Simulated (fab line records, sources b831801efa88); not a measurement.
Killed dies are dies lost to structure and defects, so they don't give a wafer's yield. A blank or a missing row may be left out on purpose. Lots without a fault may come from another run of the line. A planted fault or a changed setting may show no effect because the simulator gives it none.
fab line records | flow sky130
record lots=6 wafers=18 last_day=50
route steps=708 shown METAL3@557 PAD_OPEN@708
lots that met no fault: from a run of the same line without faults
start_h: hours from the record's first day to the start of the lot's first wafer shown | wait_h: hours since the lot's step before | " the same as in the row above | L1.1+2: a row that stands for several wafers | - no value, or no start given | * or withheld: withheld | < > ~ a bound
route shown NAME@n: a module of which the file shows steps, and the number in the route of the first | usual: mean/standard deviation of fault-free wafers | same: alike in all rows | chamber/n: place in a boat | sites: the reading at each site | _std_site: their standard deviation | _edge_site: outer sites' mean less inner sites' | radius_mm: how far each site lies from the wafer's centre | mask NAME#n: copy n | behind: the tool/chamber that last shaped the wafer | hold: why the lot was held/for how many hours/how that ended | device: the transistor (n, p or np) that didn't switch | end of line: the same wafers' tests at the end of the route | a step without rows: its recipe alone | killed: dies lost to structure and defects at the first sort, not the wafer's yield | map: a wafer's dies, x killed, . not, _ none there
set.NAME: the setting as run; set.NAME@STEP: as run at that earlier step | model.NAME: the simulator's own value behind a step, which no gauge read
lots at some steps of the route; a table a step, a row a wafer
services: from which hour (start_h, from the record's first day; less than 0 if before it) a tool's chamber was out of use, for how many hours, and why
## steps
# step SKY_METAL3_COAT_07
# recipe resist=BARC temp_c=withheld time_s=withheld spin_rpm=3000 resist_thk_nm=60
# step SKY_METAL3_COAT_08
# recipe resist=KrF-thick spin_rpm=3000 resist_thk_nm=1140
# step SKY_METAL3_SOFTBAKE_09
# recipe temp_c=100 time_s=90 resist=KrF-thick
# step SKY_METAL3_EXPOSE_10
# recipe mask_id=MM3 na=0.68 source_shape=annular sigma_inner=0.4 sigma_outer=0.8 target_cd_nm=300 dose_mj=28
# step SKY_METAL3_PEB_11
# recipe peb_temp_c=withheld peb_time_s=withheld resist=KrF-thick
# step SKY_METAL3_DEVELOP_12
# recipe develop_time_s=60 resist=KrF-thick dev_temp_c=21
# step SKY_METAL3_CD_MEAS_13
# recipe target_cd_nm=300
# usual cd_nm=299.7/1.4
# columns lot.wafer tool chamber start_h wait_h cd_nm
L321.2 cd_sem-01 - 931.14 - 299.5
L321.4 " - " " 300.6
L321.5 " - " " 298.7
L326.2 cd_sem-02 - 965.47 - 302.4
L326.3 " - " " 299.6
L326.5 " - " " 300.8
L327.1 cd_sem-01 - 971.12 - 299.8
L327.2 " - " " 299.9
L327.3 " - " " 301.0
L336.2 cd_sem-02 - 1031.75 - 301.5
L336.3 " - " " 300.1
L336.5 " - " " 301.6
L337.1 cd_sem-01 - 1041.40 - 300.1
L337.4 " - " " 299.7
L337.6 " - " " 298.6
L338.1 cd_sem-02 - 1042.10 - 298.4
L338.3 " - " " 296.9
L338.4 " - " " 297.4
# step SKY_METAL3_OVL_MEAS_14
# usual METAL3_OVL=3/5.1
# columns lot.wafer tool chamber start_h wait_h METAL3_OVL[nm]
L321.2 overlay-02 - 931.25 0.1 3
L321.4 " - " " 8
L321.5 " - " " 3
L326.2 overlay-02 - 965.58 0.1 -3
L326.3 " - " " -2
L326.5 " - " " 2
L327.1 overlay-01 - 971.24 0.1 3
L327.2 " - " " -1
L327.3 " - " " 4
L336.2 overlay-01 - 1031.85 0.1 13
L336.3 " - " " 9
L336.5 " - " " 6
L337.1 overlay-02 - 1041.52 0.1 2
L337.4 " - " " 1
L337.6 " - " " 3
L338.1 overlay-02 - 1042.22 0.1 3
L338.3 " - " " -10
L338.4 " - " " 1
# step SKY_METAL3_DESCUM_15
# recipe chemistry=O2 source_power_w=150 bias_power_w=0 pressure_mtorr=10 temp_c=40 time_s=8
# usual chamber_pressure_mTorr=9.999/0.0091 drypump_motor_current_A=5.7/0.31 oes_product_au=1.002/0.0096
# columns lot.wafer tool chamber start_h wait_h chamber_pressure_mTorr drypump_motor_current_A oes_product_au rf_hours_counter_h
L321.2 rie_metal-01 0 931.28 0.0 10.004 5.7 1.014 17
L321.4 " 1 " " 10.001 5.4 0.996 -
L321.5 " 1 " " 10.001 5.5 1.002 -
L326.2 rie_metal-04 0 965.61 0.0 10.011 5.5 0.999 9
L326.3 " 0 " " 10.001 5.5 1.009 -
L326.5 " 1 " " 9.998 6.5 0.999 -
L327.1 rie_metal-02 1 971.28 0.0 10.014 5.8 1.008 15
L327.2 " 0 " " 9.992 5.4 1.001 6
L327.3 " 1 " " 10.000 5.8 1.010 -
L336.2 rie_metal-02 1 1031.88 0.0 10.010 5.8 1.016 19
L336.3 " 1 " " 9.997 5.8 1.014 -
L336.5 " 1 " " 10.004 5.8 1.012 -
L337.1 rie_metal-01 1 1041.56 0.0 10.022 5.5 1.011 18
L337.4 " 1 " " 10.008 5.4 1.005 -
L337.6 " 1 " " 9.983 5.5 1.010 -
L338.1 rie_metal-02 1 1042.26 0.0 9.997 5.8 1.017 20
L338.3 " 0 " " 9.998 5.4 0.983 -
L338.4 " 1 " " 10.009 5.8 1.013 -
# step SKY_METAL3_ETCH_16
# recipe chemistry=N2/H2 target=BARC ion_energy_ev=200 bias_w=100 pressure_mtorr=30 n2_flow_sccm=100 h2_flow_sccm=200 icp_w=500 stop_on=SiO2 time_s=88.2 target_depth_a=600
# usual chamber_pressure_mTorr=29.998/0.027 drypump_motor_current_A=5.7/0.3 oes_product_au=0.626/0.0046 throttle_valve_pct=13.206/0.0095
# columns lot.wafer tool chamber start_h wait_h chamber_pressure_mTorr drypump_motor_current_A oes_product_au rf_hours_counter_h throttle_valve_pct
L321.2 rie_metal-01 0 931.31 0.0 30.031 5.7 0.620 17 13.186
L321.4 " 1 " " 30.010 5.5 0.622 - 13.201
L321.5 " 1 " " 29.980 5.5 0.623 - 13.202
L326.2 rie_metal-04 0 965.64 0.0 29.983 5.5 0.620 9 13.199
L326.3 " 0 " " 29.977 5.5 0.622 - 13.211
L326.5 " 1 " " 29.997 6.5 0.624 - 13.207
L327.1 rie_metal-02 1 971.31 0.0 29.972 5.8 0.624 15 13.208
L327.2 " 0 " " 29.999 5.4 0.630 6 13.201
L327.3 " 1 " " 30.010 5.8 0.629 - 13.199
L336.2 rie_metal-02 1 1031.91 0.0 29.982 5.8 0.631 19 13.192
L336.3 " 1 " " 29.982 5.9 0.630 - 13.204
L336.5 " 1 " " 29.987 5.9 0.633 - 13.211
L337.1 rie_metal-01 1 1041.62 0.1 29.970 5.5 0.626 18 13.205
L337.4 " 1 " " 29.997 5.4 0.631 - 13.197
L337.6 " 1 " " 30.002 5.4 0.626 - 13.208
L338.1 rie_metal-02 1 1042.29 0.0 29.990 5.8 0.626 20 13.207
L338.3 " 0 " " 30.004 5.5 0.628 - 13.215
L338.4 " 1 " " 30.034 5.8 0.631 - 13.208
# step SKY_METAL3_ETCH_17
# recipe target=SiO2 stop_on=TiN chemistry=C4F8/O2/Ar source_w=1500 bias_w=1200 pressure_mtorr=40 c4f8_flow_sccm=withheld O2_flow_sccm=6 Ar_flow_sccm=300 time_s=3.9 target_depth_a=150
# usual chamber_pressure_mTorr=40.00/0.035 oes_product_au=0.755/0.0067
# columns lot.wafer tool chamber start_h wait_h chamber_pressure_mTorr oes_product_au rf_hours_counter_h
L321.2 rie_diel-02 3 931.41 0.1 40.04 0.761 12
L321.4 " 1 " " 39.95 0.764 14
L321.5 " 2 " " 39.99 0.750 -
L326.2 rie_diel-04 3 965.74 0.1 40.01 0.751 9
L326.3 " 1 " " 39.96 0.755 5
L326.5 " 0 " " 39.99 0.763 -
L327.1 rie_diel-01 2 971.41 0.1 40.01 0.750 21
L327.2 " 0 " " 39.90 0.750 28
L327.3 " 1 " " 39.98 0.739 28
L336.2 rie_diel-02 2 1032.01 0.1 39.96 0.747 19
L336.3 " 1 " " 39.98 0.750 18
L336.5 " 0 " " 39.95 0.754 -
L337.1 rie_diel-02 2 1041.82 0.2 40.02 0.754 20
L337.4 " 0 " " 40.07 0.762 9
L337.6 " 1 " " 39.96 0.760 -
L338.1 rie_diel-01 2 1042.39 0.1 39.97 0.741 24
L338.3 " 0 " " 40.00 0.746 0
L338.4 " 2 " " 39.98 0.762 -
# step SKY_METAL3_METAL_ETCH_18
# recipe target_depth_a=8450 stop_on=SiO2 over_etch_frac=0.3 time_s=183.1 chemistry=Cl2/BCl3 resist_sidewall_deg=88 pressure_mtorr=10 icp_w=900 bias_w=48.5 Cl2_flow_sccm=60 bcl3_flow_sccm=30
# usual chamber_pressure_mTorr=10.000/0.0084 drypump_motor_current_A=5.7/0.35 oes_product_au=0.863/0.0064 throttle_valve_pct=22.264/0.0097
# columns lot.wafer tool chamber start_h wait_h chamber_pressure_mTorr drypump_motor_current_A oes_product_au rf_hours_counter_h throttle_valve_pct
L321.2 rie_metal-04 0 931.43 0.0 10.000 5.5 0.868 8 22.251
L321.4 " 1 " " 9.998 6.5 0.861 - 22.265
L321.5 " 1 " " 9.989 6.5 0.854 - 22.248
L326.2 rie_metal-02 0 965.76 0.0 9.998 5.4 0.866 5 22.259
L326.3 " 1 " " 9.999 5.8 0.866 - 22.261
L326.5 " 0 " " 9.998 5.4 0.868 - 22.261
L327.1 rie_metal-01 1 971.43 0.0 9.996 5.4 0.871 14 22.282
L327.2 " 0 " " 10.002 5.7 0.871 20 22.266
L327.3 " 1 " " 9.991 5.4 0.860 - 22.275
L336.2 rie_metal-01 0 1032.09 0.1 10.013 5.7 0.858 - 22.261
L336.3 " 0 " " 10.006 5.7 0.853 - 22.266
L336.5 " 0 " " 10.001 5.7 0.854 - 22.249
L337.1 rie_metal-04 1 1041.84 0.0 9.988 6.5 0.855 8 22.263
L337.4 " 0 " " 9.996 5.5 0.857 - 22.270
L337.6 " 0 " " 10.002 5.5 0.860 - 22.243
L338.1 rie_metal-01 1 1042.41 0.0 10.016 5.5 0.872 18 22.262
L338.3 " 1 " " 10.005 5.4 0.876 - 22.259
L338.4 " 1 " " 10.016 5.5 0.863 - 22.262
# step SKY_METAL3_STRIP_19
# recipe chemistry=O2/N2 power_w=1400 pressure_mtorr=1500 platen_temp_c=withheld o2_flow_sccm=3000 n2_flow_sccm=300 overash_fraction=0.5
# usual chamber_pressure_mTorr=1499.9/1.2 drypump_motor_current_A=5.8/0.34 oes_product_au=0.501/0.0061 strip_time_to_endpoint_s=6.50/0.067
# columns lot.wafer tool chamber start_h wait_h chamber_pressure_mTorr drypump_motor_current_A oes_product_au rf_hours_counter_h strip_time_to_endpoint_s model.KrF-thick_of_METAL3_COAT_08.thk_nm
L321.2 plasma_asher-04 1 931.61 0.1 1501.8 6.1 0.500 20 6.44 0
L321.4 " 1 " " 1500.6 6.1 0.502 - 6.43 0
L321.5 " 0 " " 1498.7 5.7 0.495 - 6.42 0
L326.2 plasma_asher-03 1 965.94 0.1 - - - - - 529.5
L326.3 " 0 " " - - - - - 511.6
L326.5 " 1 " " - - - - - 530.2
L327.1 plasma_asher-03 1 971.61 0.1 - - - - - 529.3
L327.2 " 0 " " - - - - - 528.2
L327.3 " 0 " " - - - - - 529.7
L336.2 plasma_asher-04 1 1032.39 0.2 1499.2 6.1 0.498 30 6.46 0
L336.3 " 1 " " 1500.8 6.1 0.493 - 6.46 0
L336.5 " 0 " " 1499.5 5.7 0.502 - 6.46 0
L337.1 plasma_asher-03 0 1042.02 0.1 1500.3 5.9 0.505 86 6.52 0
L337.4 " 0 " " 1499.5 5.9 0.502 - 6.48 0
L337.6 " 1 " " 1499.5 5.3 0.507 - 6.45 0
L338.1 plasma_asher-01 0 1042.76 0.3 1497.3 5.5 0.503 124 6.48 0
L338.3 " 0 " " 1498.0 5.4 0.499 - 6.43 0
L338.4 " 1 " " 1500.8 6.3 0.498 - 6.46 0
# step SKY_METAL3_STRIP_20
# recipe chemistry=post_etch_residue_remover time_s=1200 temp_c=72.5
# step SKY_PAD_OPEN_PROBE_99
# usual defect_limited_yield=82.8/1.8 killed_at_M0_to_M3=43/6.3 killed_at_M4_up=3.1/1.9 killed_at_contacts=24/5.1 killed_at_front_end=14/4.3 killed_at_other=0.3/0.53 killed_dies=85/8.8 killed_on_rim=17/3.9 killed_open=46/7.1 killed_short=38/5.9 sort_bin_3_pad_short=0.8/0.41 sort_bin_5_function=10.4/1.5 sort_bin_6_memory=6.1/1.1 sort_n_pass=407/8.8 sort_yield_pct=82.8/1.8
# same gross_dies=492 killed_at_back_side=0 sort_bin_4_leakage[%]=0 sort_bin_8_speed[%]=0
# columns lot.wafer tool chamber start_h wait_h defect_limited_yield[%] killed_at_M0_to_M3 killed_at_M4_up killed_at_contacts killed_at_front_end killed_at_other killed_dies killed_on_rim killed_open killed_short sort_bin_3_pad_short[%] sort_bin_5_function[%] sort_bin_6_memory[%] sort_n_pass sort_yield_pct[%]
L321.2 prober-01 - 1100.73 0.1 80.3 49 8 25 13 2 97 21 59 38 2.0 11.0 6.7 395 80.3
L321.4 prober-01 - 1100.83 0.2 80.3 52 3 30 12 0 97 15 54 43 0 10.8 8.9 395 80.3
L321.5 prober-01 - 1100.88 0.2 80.5 57 4 25 10 0 96 21 56 40 0.6 11.2 7.7 396 80.5
L326.2 prober-02 - 1127.59 0.1 0 446 5 28 13 0 492 96 39 40 0.8 94.3 4.9 0 0
L326.3 prober-02 - 1127.64 0.2 0 451 5 27 9 0 492 96 54 32 1.4 91.9 6.7 0 0
L326.5 prober-02 - 1127.74 0.2 0 429 4 35 24 0 492 96 68 41 1.2 91.7 7.1 0 0
L327.1 prober-01 - 1132.57 0.1 0 452 2 28 10 0 492 96 35 39 0.4 94.7 4.9 0 0
L327.2 prober-01 - 1132.62 0.1 0 454 0 23 14 1 492 96 36 40 0.6 94.5 4.9 0 0
L327.3 prober-01 - 1132.67 0.2 0 444 5 31 12 0 492 96 55 40 0.4 92.7 6.9 0 0
# killed by level:class
L321.2 CONTACT:geometric_particle:open=13 VIA2:geometric_particle:open=11 VIA1:geometric_particle:open=9 LI_CONTACT:geometric_particle:open=8 VIA1:geometric_particle:short=6 METAL4:geometric_particle:short=5 METAL2:geometric_particle:short=5 FIELD_ISO:geometric_particle:short=4
L321.4 VIA3:geometric_particle:open=14 CONTACT:geometric_particle:open=9 LOCAL_INTERCONNECT:geometric_particle:short=8 METAL1:geometric_particle:short=8 VIA1:geometric_particle:open=7 VIA2:geometric_particle:open=7 LI_CONTACT:geometric_particle:open=6 METAL2:geometric_particle:short=5
L321.5 VIA1:geometric_particle:open=14 CONTACT:geometric_particle:open=12 VIA3:geometric_particle:open=10 VIA2:geometric_particle:open=7 METAL1:geometric_particle:short=7 VIA1:geometric_particle:short=7 LOCAL_INTERCONNECT:geometric_particle:short=5 METAL2:geometric_particle:short=5
L326.2 VIA3:area_hdpcvd=412 VIA1:geometric_particle:open=10 CONTACT:geometric_particle:open=7 CONTACT:geometric_particle:short=7 LOCAL_INTERCONNECT:geometric_particle:short=6 LI_CONTACT:geometric_particle:open=5 FIELD_ISO:geometric_particle:short=4 VIA3:geometric_particle:open=4
L326.3 VIA3:area_hdpcvd=406 VIA1:geometric_particle:open=17 LI_CONTACT:geometric_particle:open=10 CONTACT:geometric_particle:open=8 VIA3:geometric_particle:open=7 CONTACT:geometric_particle:short=5 METAL1:geometric_particle:short=5 METAL4:geometric_particle:short=4
L326.5 VIA3:area_hdpcvd=383 CONTACT:geometric_particle:open=13 VIA1:geometric_particle:open=12 LI_CONTACT:geometric_particle:open=10 FIELD_ISO:geometric_particle:open=8 CONTACT:geometric_particle:short=6 VIA2:geometric_particle:open=6 VIA3:geometric_particle:open=6
L327.1 VIA3:area_hdpcvd=418 CONTACT:geometric_particle:open=8 CONTACT:geometric_particle:short=7 VIA1:geometric_particle:short=7 VIA3:geometric_particle:open=7 METAL1:geometric_particle:short=6 LI_CONTACT:geometric_particle:open=5 LOCAL_INTERCONNECT:geometric_particle:short=4
L327.2 VIA3:area_hdpcvd=416 VIA1:geometric_particle:open=8 LI_CONTACT:geometric_particle:open=7 CONTACT:geometric_particle:short=7 VIA1:geometric_particle:short=6 VIA3:geometric_particle:open=6 FIELD_ISO:geometric_particle:short=5 CONTACT:geometric_particle:open=5
L327.3 VIA3:area_hdpcvd=397 CONTACT:geometric_particle:open=14 METAL2:geometric_particle:short=11 VIA1:geometric_particle:open=8 VIA3:geometric_particle:open=8 VIA2:geometric_particle:open=6 CONTACT:geometric_particle:short=6 LI_CONTACT:geometric_particle:open=5
# map L326.2 (x killed, . not)
__________xxxxxxxxxx_________
________xxxxxxxxxxxxxx_______
______xxxxxxxxxxxxxxxxxx_____
_____xxxxxxxxxxxxxxxxxxxx____
____xxxxxxxxxxxxxxxxxxxxxx___
___xxxxxxxxxxxxxxxxxxxxxxxx__
__xxxxxxxxxxxxxxxxxxxxxxxxxx_
_xxxxxxxxxxxxxxxxxxxxxxxxxxxx
_xxxxxxxxxxxxxxxxxxxxxxxxxxxx
_xxxxxxxxxxxxxxxxxxxxxxxxxxxx
_xxxxxxxxxxxxxxxxxxxxxxxxxxxx
_xxxxxxxxxxxxxxxxxxxxxxxxxxxx
_xxxxxxxxxxxxxxxxxxxxxxxxxxxx
_xxxxxxxxxxxxxxxxxxxxxxxxxxxx
_xxxxxxxxxxxxxxxxxxxxxxxxxxxx
__xxxxxxxxxxxxxxxxxxxxxxxxxx_
___xxxxxxxxxxxxxxxxxxxxxxxx__
____xxxxxxxxxxxxxxxxxxxxxx___
_____xxxxxxxxxxxxxxxxxxxx____
______xxxxxxxxxxxxxxxxxx_____
________xxxxxxxxxxxxxx_______
__________xxxxxxxxxx_________
# map L327.1 (x killed, . not)
__________xxxxxxxxxx_________
________xxxxxxxxxxxxxx_______
______xxxxxxxxxxxxxxxxxx_____
_____xxxxxxxxxxxxxxxxxxxx____
____xxxxxxxxxxxxxxxxxxxxxx___
___xxxxxxxxxxxxxxxxxxxxxxxx__
__xxxxxxxxxxxxxxxxxxxxxxxxxx_
_xxxxxxxxxxxxxxxxxxxxxxxxxxxx
_xxxxxxxxxxxxxxxxxxxxxxxxxxxx
_xxxxxxxxxxxxxxxxxxxxxxxxxxxx
_xxxxxxxxxxxxxxxxxxxxxxxxxxxx
_xxxxxxxxxxxxxxxxxxxxxxxxxxxx
_xxxxxxxxxxxxxxxxxxxxxxxxxxxx
_xxxxxxxxxxxxxxxxxxxxxxxxxxxx
_xxxxxxxxxxxxxxxxxxxxxxxxxxxx
__xxxxxxxxxxxxxxxxxxxxxxxxxx_
___xxxxxxxxxxxxxxxxxxxxxxxx__
____xxxxxxxxxxxxxxxxxxxxxx___
_____xxxxxxxxxxxxxxxxxxxx____
______xxxxxxxxxxxxxxxxxx_____
________xxxxxxxxxxxxxx_______
__________xxxxxxxxxx_________
## services
# columns tool chamber start_h hours kind
plasma_asher-01 - 917.81 11.4 repair
plasma_asher-03 - 922.11 4.3 repair
plasma_asher-03 - 950.70 0.7 repair
plasma_asher-04 - 953.76 2.8 pm
rie_diel-04 0 956.46 6.5 repair
plasma_asher-01 - 961.07 1.9 repair
rie_diel-04 2 961.79 48.2 repair
rie_diel-01 3 966.64 46.5 repair
rie_diel-04 1 975.80 12.0 repair
rie_metal-04 - 992.34 14.6 pm
rie_diel-01 - 993.07 14.6 pm
rie_diel-02 - 1001.26 2.8 pm
rie_diel-04 2 1013.74 34.3 repair
rie_metal-01 1 1014.26 18.6 repair
rie_diel-01 0 1014.53 - clean
rie_diel-01 0 1014.53 15.7 scheduled_down
rie_diel-01 0 1014.53 15.7 vent_cycle
rie_diel-01 - 1027.35 0.9 repair
rie_metal-01 0 1032.87 - clean
rie_metal-01 0 1032.87 17.1 scheduled_down
rie_metal-01 0 1032.87 17.1 vent_cycle
rie_metal-01 - 1034.88 1.8 repair
rie_diel-04 - 1035.13 28.1 pm
rie_diel-01 1 1035.40 - clean
## key
first_sign step=SKY_METAL3_STRIP_19 reading=tool_record direction=missing
effect step=SKY_PAD_OPEN_PROBE_99 reading=killed_at_M0_to_M3 direction=up sigmas=64 usual=43 struck=446
model_effect step=SKY_METAL3_STRIP_19 value=KrF-thick_of_METAL3_COAT_08.thk_nm without=0 struck=526.4
more_kills_born_at SKY_VIA3_HDPCVD_00@hdpcvd-01=2432
met_at SKY_METAL3_STRIP_19
struck_wafers L326.2,L326.3,L326.5,L327.1,L327.2,L327.3
later_rows_left_out L326.2,L326.3,L326.5,L327.1,L327.2,L327.3
fault kind=skipped_step_whole tool=plasma_asher-03 chamber=- onset_h=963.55 steps=SKY_METAL3_STRIP_19 scope=struck_lots_only
# later_rows_left_out: the simulator's readings of these wafers behind a module that went badly wrong aren't trusted and aren't shown, but for the sort
